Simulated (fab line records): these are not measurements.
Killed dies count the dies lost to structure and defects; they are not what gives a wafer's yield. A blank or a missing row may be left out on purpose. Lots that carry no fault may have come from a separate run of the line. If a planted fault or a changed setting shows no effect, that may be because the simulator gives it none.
Split-lot trial || flow sky130 || on a route of 708 steps: 5 lots, 23 wafers read

## ON THE SPLIT
At SKY_POLY_GATE_IMPLANT_02, the setting energy-kev was moved away from the recipe's 30 on 9 of the 23 wafers read, by -5.8% to +5.4%. For the rest of the wafers, this setting stayed at what the recipe calls for.

## BETWEEN THE SPLIT AND THE READING: the file shows 1 step in between
- SKY_RES_PROTECT_STRIP_07: strips in O2/N2

## THE READING
POLY_GATE_TW, at SKY_RES_PROTECT_TW_MEAS_08. On this fab line, fault-free wafers typically give 4039 with a standard deviation of 23.

{"wafer": "L078.2", "tool, chamber at the split": "implanter-04, 0", "energy-kev as run": 30, "against the recipe": "recipe", "POLY_GATE_TW": 4020, "against lot-mates on the recipe": "-"}
{"wafer": "L078.3", "tool, chamber at the split": "implanter-04, 0", "energy-kev as run": 30, "against the recipe": "recipe", "POLY_GATE_TW": 4016, "against lot-mates on the recipe": "-"}
{"wafer": "L078.6", "tool, chamber at the split": "implanter-04, 0", "energy-kev as run": 30, "against the recipe": "recipe", "POLY_GATE_TW": 3996, "against lot-mates on the recipe": "-"}
{"wafer": "L079.1", "tool, chamber at the split": "implanter-03, 0", "energy-kev as run": 30, "against the recipe": "recipe", "POLY_GATE_TW": 3990, "against lot-mates on the recipe": "-"}
{"wafer": "L079.2", "tool, chamber at the split": "implanter-03, 0", "energy-kev as run": 30, "against the recipe": "recipe", "POLY_GATE_TW": 4035, "against lot-mates on the recipe": "-"}
{"wafer": "L079.4", "tool, chamber at the split": "implanter-03, 0", "energy-kev as run": 30, "against the recipe": "recipe", "POLY_GATE_TW": 4025, "against lot-mates on the recipe": "-"}
{"wafer": "L079.5", "tool, chamber at the split": "implanter-03, 0", "energy-kev as run": 28.55, "against the recipe": "-4.8%", "POLY_GATE_TW": 3958, "against lot-mates on the recipe": -59}
{"wafer": "L079.6", "tool, chamber at the split": "implanter-03, 0", "energy-kev as run": 28.55, "against the recipe": "-4.8%", "POLY_GATE_TW": 3977, "against lot-mates on the recipe": -40}
{"wafer": "L080.1", "tool, chamber at the split": "implanter-01, 0", "energy-kev as run": 31.31, "against the recipe": "+4.4%", "POLY_GATE_TW": 4066, "against lot-mates on the recipe": "+30"}
{"wafer": "L080.2", "tool, chamber at the split": "implanter-01, 0", "energy-kev as run": 30, "against the recipe": "recipe", "POLY_GATE_TW": 4028, "against lot-mates on the recipe": "-"}
{"wafer": "L080.4", "tool, chamber at the split": "implanter-01, 0", "energy-kev as run": 30, "against the recipe": "recipe", "POLY_GATE_TW": 4031, "against lot-mates on the recipe": "-"}
{"wafer": "L080.5", "tool, chamber at the split": "implanter-01, 0", "energy-kev as run": 30, "against the recipe": "recipe", "POLY_GATE_TW": 4049, "against lot-mates on the recipe": "-"}
{"wafer": "L080.6", "tool, chamber at the split": "implanter-01, 0", "energy-kev as run": 31.31, "against the recipe": "+4.4%", "POLY_GATE_TW": 4082, "against lot-mates on the recipe": "+46"}
{"wafer": "L081.1", "tool, chamber at the split": "implanter-01, 0", "energy-kev as run": 30, "against the recipe": "recipe", "POLY_GATE_TW": 4061, "against lot-mates on the recipe": "-"}
{"wafer": "L081.2", "tool, chamber at the split": "implanter-01, 0", "energy-kev as run": 28.27, "against the recipe": "-5.8%", "POLY_GATE_TW": 4004, "against lot-mates on the recipe": -56}
{"wafer": "L081.3", "tool, chamber at the split": "implanter-01, 0", "energy-kev as run": 30, "against the recipe": "recipe", "POLY_GATE_TW": 4093, "against lot-mates on the recipe": "-"}
{"wafer": "L081.4", "tool, chamber at the split": "implanter-01, 0", "energy-kev as run": 30, "against the recipe": "recipe", "POLY_GATE_TW": 4025, "against lot-mates on the recipe": "-"}
{"wafer": "L081.5", "tool, chamber at the split": "implanter-01, 0", "energy-kev as run": 28.27, "against the recipe": "-5.8%", "POLY_GATE_TW": 4003, "against lot-mates on the recipe": -57}
{"wafer": "L085.1", "tool, chamber at the split": "implanter-03, 0", "energy-kev as run": 31.61, "against the recipe": "+5.4%", "POLY_GATE_TW": 4132, "against lot-mates on the recipe": "+72"}
{"wafer": "L085.2", "tool, chamber at the split": "implanter-03, 0", "energy-kev as run": 30, "against the recipe": "recipe", "POLY_GATE_TW": 4064, "against lot-mates on the recipe": "-"}
{"wafer": "L085.3", "tool, chamber at the split": "implanter-03, 0", "energy-kev as run": 31.61, "against the recipe": "+5.4%", "POLY_GATE_TW": 4133, "against lot-mates on the recipe": "+74"}
{"wafer": "L085.4", "tool, chamber at the split": "implanter-03, 0", "energy-kev as run": 30, "against the recipe": "recipe", "POLY_GATE_TW": 4055, "against lot-mates on the recipe": "-"}
{"wafer": "L085.5", "tool, chamber at the split": "implanter-03, 0", "energy-kev as run": 31.61, "against the recipe": "+5.4%", "POLY_GATE_TW": 4125, "against lot-mates on the recipe": "+66"}

THE FIT
A straight line over all 23 wafers: POLY_GATE_TW changes by +12.1 for each +1% of energy-kev; r = +0.83; the points scatter about the line by 27.
The same after taking each lot's own level away (the mean of its wafers on the recipe; 23 wafers): +10.9 for each +1%; r = +0.92; scatter 16.
Per that fit: largest energy-kev move, reading shift of 63.
The lots' own levels span 4010.7 to 4059.7, that is 2.1 times the standard deviation above.
In other words, the slope is changed by the lot-to-lot level; the two fits disagree.
Check: for one of the wafers moved furthest among these (-5.8%), held out of the fit, the line's prediction against its lot-mates is -62.3. It came out at -55.7 against them.

## FURTHER SPLITS ON THESE WAFERS
These wafers also went through other splits before the reading. Each is held against what the fit with the lots' levels taken away leaves over:
{"other split on the same wafers": "SKY_VT_ADJUST_NCORE_EXPOSE_04 dose-mj", "wafers away from the commonest value": 9, "r with POLY_GATE_TW (lot level and that fit taken away)": -0.13}
{"other split on the same wafers": "SKY_VT_ADJUST_HVTR_DEVELOP_06 dev-temp-c", "wafers away from the commonest value": 6, "r with POLY_GATE_TW (lot level and that fit taken away)": "+0.01"}
{"other split on the same wafers": "SKY_VT_ADJUST_PCH_SOFTBAKE_03 temp-c", "wafers away from the commonest value": 10, "r with POLY_GATE_TW (lot level and that fit taken away)": "+0.00"}
{"other split on the same wafers": "SKY_VT_ADJUST_PCH_STRIP_09 power-w", "wafers away from the commonest value": 7, "r with POLY_GATE_TW (lot level and that fit taken away)": "+0.10"}
{"other split on the same wafers": "SKY_SONOS_TUNNEL_IMPLANT_09 energy-kev", "wafers away from the commonest value": 9, "r with POLY_GATE_TW (lot level and that fit taken away)": "+0.07"}
{"other split on the same wafers": "SKY_SONOS_ONO_OXIDATION_00 temp-c", "wafers away from the commonest value": 15, "r with POLY_GATE_TW (lot level and that fit taken away)": "+0.10"}
{"other split on the same wafers": "SKY_SONOS_ONO_DEVELOP_12 develop-time-s", "wafers away from the commonest value": 8, "r with POLY_GATE_TW (lot level and that fit taken away)": "+0.22"}
{"other split on the same wafers": "SKY_SONOS_ONO_ETCH_15 bias-w", "wafers away from the commonest value": 7, "r with POLY_GATE_TW (lot level and that fit taken away)": "+0.04"}
{"other split on the same wafers": "SKY_POLY_GATE_CVD_00 pressure-mtorr", "wafers away from the commonest value": 10, "r with POLY_GATE_TW (lot level and that fit taken away)": "+0.01"}
{"other split on the same wafers": "SKY_RES_PROTECT_COAT_02 resist-thk-nm", "wafers away from the commonest value": 7, "r with POLY_GATE_TW (lot level and that fit taken away)": "+0.10"}

## THE WHOLE CHAIN: every reading that the file lists as answering this split, in the file's order
{"step": "SKY_POLY_GATE_IMPLANT_02", "what it does": "", "reading": "implant.rp-nm (the simulator's own value, which no gauge read)", "change (the file's fit)": "+0.297 nm for each +1% of the setting", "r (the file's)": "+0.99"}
{"step": "SKY_POLY_GATE_IMPLANT_02", "what it does": "", "reading": "implant.drp-nm (the simulator's own value, which no gauge read)", "change (the file's fit)": "+0.119 nm for each +1% of the setting", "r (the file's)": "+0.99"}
{"step": "SKY_RES_PROTECT_TW_MEAS_08", "what it does": "", "reading": "POLY_GATE_TW", "change (the file's fit)": "+10.6 for each +1% of the setting", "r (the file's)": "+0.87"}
{"step": "SKY_RES_PROTECT_STRIP_07", "what it does": "strips in O2/N2", "reading": "strip-time-to-endpoint-s", "change (the file's fit)": "withheld for each +1% of the setting, in a fit together with resist-thk-nm@RES_PROTECT_COAT_02", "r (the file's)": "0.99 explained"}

## THE FILE'S OWN FIT
POLY_GATE_TW changes by +10.6 for each +1% of energy-kev, r = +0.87.
